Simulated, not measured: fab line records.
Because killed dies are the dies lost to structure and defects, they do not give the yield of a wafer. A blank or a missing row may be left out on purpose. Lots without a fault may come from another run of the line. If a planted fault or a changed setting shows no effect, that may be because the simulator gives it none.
Code-filled problem report in 8D (eight disciplines) form	flow sky130	the parts of the form that need people (team, actions taken, sign-off) are left out

## 1. THE PROBLEM
Across 9 wafers from 3 lots, VT_ADJUST_HVTR_TW at SKY_VT_ADJUST_HVTR_TW_MEAS_11 averages 169.6, while fault-free wafers read 211.6 with a standard deviation of 1.1. Relative to the usual mean, that is a shift of -38 standard deviations.
Seen first at day 11 15:56 on filmMetro-01, wafer L597.1. The record has a number at this step for 36 wafers belonging to 12 lots. Rule for "out" (also "out of limits"): further than 4 standard deviations from the usual mean. The other wafers with a number count as sound.

## 2. WHAT IT IS, AND WHAT IT ISN'T
question	is	is not
which readings at this step	VT_ADJUST_HVTR_TW	-
which lots	L597, L599, L600	L590, L592, L593, L594, L596, L604, L607, L609, L612
which wafers of those lots	all that have a number	-
read on which gauges	filmMetro-01, filmMetro-02	filmMetro-03
when	from day 11 15:56	up to then (15 sound wafers); but 12 sound wafers of L604, L607, L609, L612 came after

## 3. SUSPECTS, AND WHAT RULES EACH OUT
Counting: a tool at a process step up to the reading stays a suspect if it ran every lot that is out and no sound lot after the first of them.
- the gauge at SKY_VT_ADJUST_HVTR_TW_MEAS_11 is ruled out. Those wafers that are out were read across 2 gauges (filmMetro-01, filmMetro-02).
- implanter-04 at SKY_VT_ADJUST_HVTR_IMPLANT_09: kept. All lots that are out passed through it, beginning with L597 at day 11 15:41, and no sound lot followed; its final sound lot before that point was L596 at day 11 14:44. Out on those wafers are its own readings of doseIonsCm2, faradayCurrentUA.
Remaining after the count: implanter-04 at SKY_VT_ADJUST_HVTR_IMPLANT_09.

## 4. THE CAUSE (what the simulator had put in)
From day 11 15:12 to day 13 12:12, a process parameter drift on implanter-04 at SKY_VT_ADJUST_HVTR_IMPLANT_09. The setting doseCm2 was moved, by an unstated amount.
The count eliminated every tool but this one.

## 5. SEQUENCE OF EFFECTS, ordered by route
Each row: a reading whose mean over the struck wafers that have a number lies more than 3 standard deviations from the usual. Readings are gone through only where the record gives a usual standard deviation; hours: the median, over the lots, of the time from a lot's start at the first step in this table giving one to that lot's start at this step; sigmas: the change measured in usual standard deviations.
hours	step	reading	usual	on struck wafers	change	sigmas
0	SKY_VT_ADJUST_HVTR_IMPLANT_09	doseIonsCm2	2.1001e+12	9.3512e+11	-1.1650e+12	-99 or more
0	SKY_VT_ADJUST_HVTR_IMPLANT_09	faradayCurrentUA	11.85	5.27	-6.58	-29
0	SKY_VT_ADJUST_HVTR_TW_MEAS_11	VT_ADJUST_HVTR_TW	211.6	169.6	-42.0	-38
Its process steps:
- SKY_VT_ADJUST_HVTR_IMPLANT_09

## 6. WHAT WOULD HAVE CAUGHT IT SOONER
In this record the first reading out of limits at a measuring or inspecting step was taken at day 11 15:56, 1 hour after the fault began at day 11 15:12.
At SKY_VT_ADJUST_HVTR_IMPLANT_09, the tool's own readings (doseIonsCm2, faradayCurrentUA) were out on each struck wafer the step has a row for, so an alarm limit on them would have fired on the first such wafer.
Lots out: 3; of these, L599, L600 started SKY_VT_ADJUST_HVTR_IMPLANT_09 on implanter-04 after day 11 15:56. A hold on the tool at that time would have spared those 2.
